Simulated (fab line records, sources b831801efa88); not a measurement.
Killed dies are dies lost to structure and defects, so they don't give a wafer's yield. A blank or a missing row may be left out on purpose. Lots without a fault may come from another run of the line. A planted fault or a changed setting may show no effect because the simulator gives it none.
A struck lot beside a sound one | flow sky130 | 15 steps out of a route of 708
Sound: wafers L295.1, L295.3, L295.4. Struck: wafer L311.1. (L311.2 of the same lot was not struck and is left out.) The cause comes at the end.
At each step with rows: each side's tool, then ch and its chambers, then its first start. Under that, the readings that differ: sound wafers | struck wafers | difference of the means | sigmas: that difference in standard deviations of wafers without a fault.
alike: readings whose means differ by less than 2 such deviations, and words and numbers that are the same on both sides. not compared: withheld readings, readings that some wafer has no value for, bounds like >300 that may hide the same value, and numbers for which the record gives no deviation and whose values overlap.
The two part at a step that has a row with sigmas, a row that says differs or no value, or rows on one side only. Numbers that don't overlap but have no deviation are shown without sigmas and don't part them. A reading that every wafer of one side lacks parts them only if that side has two wafers or more.

first, 1 step without rows for these wafers: SKY_SONOS_TUNNEL_STRIP_11 (strips in SPM, time 600 s).
SKY_SONOS_TUNNEL_TW_MEAS_12:
  sound on film_metro-04, day 14 01:04; struck on film_metro-02, day 19 04:55
  reading         | sound             | struck | difference | sigmas
  SONOS_TUNNEL_TW | 195.9 195.1 195.5 | 199.0  | +3.5       | +2
then, 2 steps without rows for these wafers: SKY_SONOS_TUNNEL_CLEAN_13 (cleans in dHF, time 20 s); SKY_SONOS_ONO_OXIDATION_00 (stabilise 600 s, purge 300 s, target thk 2.6 nm).
SKY_SONOS_ONO_THK_MEAS_01:
  sound on film_metro-01, day 14 02:29; struck on film_metro-04, day 19 07:24
  alike: SONOS_ONO_OXIDATION_THK
then, 1 step without rows for these wafers: SKY_SONOS_ONO_CVD_02 (deposits Si3N4 from DCS/NH3, target thk 10.5 nm, time 180 s).
SKY_SONOS_ONO_THK_MEAS_03:
  sound on film_metro-03, day 14 04:17; struck on film_metro-03, day 19 08:31
  alike: SONOS_ONO_CVD_02_THK
then, 1 step without rows for these wafers: SKY_SONOS_ONO_CVD_04 (deposits SiO2 from SiH4/N2O, target thk 5.7199 nm).
SKY_SONOS_ONO_THK_MEAS_05:
  sound on film_metro-01, day 14 05:35; struck on film_metro-01, day 19 09:49
  alike: SONOS_ONO_CVD_04_THK
then, 3 steps without rows for these wafers: SKY_SONOS_ONO_DEHYDRATE_06 (time 60 s); SKY_SONOS_ONO_HMDS_07 (prime time 60 s); SKY_SONOS_ONO_COAT_08 (resist thk 1140 nm).
SKY_SONOS_ONO_SOFTBAKE_09: time 60 s.
  sound on litho_track-03 ch 0, day 14 18:20; struck on litho_track-02 ch 0, day 20 00:55
  reading                  | sound             | struck | difference | sigmas
  heater_power_total_W (W) | 56.62 56.69 56.56 | 60.38  | +3.76      | +87
  run_length_s (s)         | 88.8 88.7 88.8    | 78.5   | -10.3      | -30
  not compared: plate_temp_C
then, 2 steps without rows for these wafers: SKY_SONOS_ONO_EXPOSE_10 (exposes mask ONOM, target cd 410 nm); SKY_PAD_OPEN_PROBE_99.

WHERE THEY PART
First at SKY_SONOS_TUNNEL_TW_MEAS_12; last, within this record, at SKY_SONOS_ONO_SOFTBAKE_09.

WHY: what the simulator had put in
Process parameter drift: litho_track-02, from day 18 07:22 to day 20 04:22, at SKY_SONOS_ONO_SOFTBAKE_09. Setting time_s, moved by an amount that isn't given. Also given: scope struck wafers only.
